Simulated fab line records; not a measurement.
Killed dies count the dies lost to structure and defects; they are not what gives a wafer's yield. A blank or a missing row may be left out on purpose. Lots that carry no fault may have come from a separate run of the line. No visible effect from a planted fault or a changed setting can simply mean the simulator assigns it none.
Matching of chambers / flow sfq-line / cmp-02 running SFQ_TRILAYER_I6_CMP_CMP_166: 4 sister chambers
The step polishes SiO2. 8 wafers are shown with their chamber, then 7 later ones without.

== WAFERS PAIRED WITH THEIR CHAMBERS ==
wafer=L632.5; chamber=3; motor-current-A (A)=9.9; time-to-endpoint-s (s)=221
wafer=L634.2; chamber=2; motor-current-A (A)=10.7; time-to-endpoint-s (s)=204
wafer=L634.3; chamber=1; motor-current-A (A)=9.1; time-to-endpoint-s (s)=226
wafer=L639.2; chamber=0; motor-current-A (A)=9.4; time-to-endpoint-s (s)=209
wafer=L639.4; chamber=3; motor-current-A (A)=9.7; time-to-endpoint-s (s)=220
wafer=L639.6; chamber=2; motor-current-A (A)=10.1; time-to-endpoint-s (s)=210
wafer=L641.3; chamber=1; motor-current-A (A)=9.2; time-to-endpoint-s (s)=227
wafer=L641.5; chamber=0; motor-current-A (A)=9.1; time-to-endpoint-s (s)=229

== WAFERS WITH NO CHAMBER GIVEN ==
wafer=L641.6; motor-current-A (A)=10.0; time-to-endpoint-s (s)=234
wafer=L643.4; motor-current-A (A)=9.7; time-to-endpoint-s (s)=215
wafer=L643.5; motor-current-A (A)=9.7; time-to-endpoint-s (s)=203
wafer=L643.6; motor-current-A (A)=9.5; time-to-endpoint-s (s)=216
wafer=L644.4; motor-current-A (A)=10.3; time-to-endpoint-s (s)=226
wafer=L644.1; motor-current-A (A)=9.2; time-to-endpoint-s (s)=217
wafer=L644.6; motor-current-A (A)=10.0; time-to-endpoint-s (s)=228

== THE CHAMBER EACH PASSED THROUGH ==
wafer=L641.6; from the rows above=can't be placed: 3 or 1 or 0 or 2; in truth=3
wafer=L643.4; from the rows above=can't be placed: 3 or 0 or 1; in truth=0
wafer=L643.5; from the rows above=can't be placed: 3 or 0 or 2 or 1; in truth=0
wafer=L643.6; from the rows above=can't be placed: 0 or 3 or 1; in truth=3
wafer=L644.4; from the rows above=can't be placed: 3 or 2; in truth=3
wafer=L644.1; from the rows above=can't be placed: 0 or 1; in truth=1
wafer=L644.6; from the rows above=can't be placed: 3 or 0 or 2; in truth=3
Correct placement for 0 of the 7. These rows do not allow placing 7 (true chamber among the candidates in 7). Number placed wrongly: 0.
How it was worked out, from the rows above alone: a wafer's distance from a chamber is the root of the sum, over the readings, of the square of ((its reading less the chamber's mean) divided by the reading's scatter). If the next closest chamber is less than 2 further off than the closest, the wafer can't be placed; otherwise it belongs to the closest. For every chamber, the mean is computed from those of its wafers that are shown. How the scatter is found: for the shown wafers, subtract from each reading the mean of its chamber, square and add these, divide the total by (wafers less chambers), then take the root.
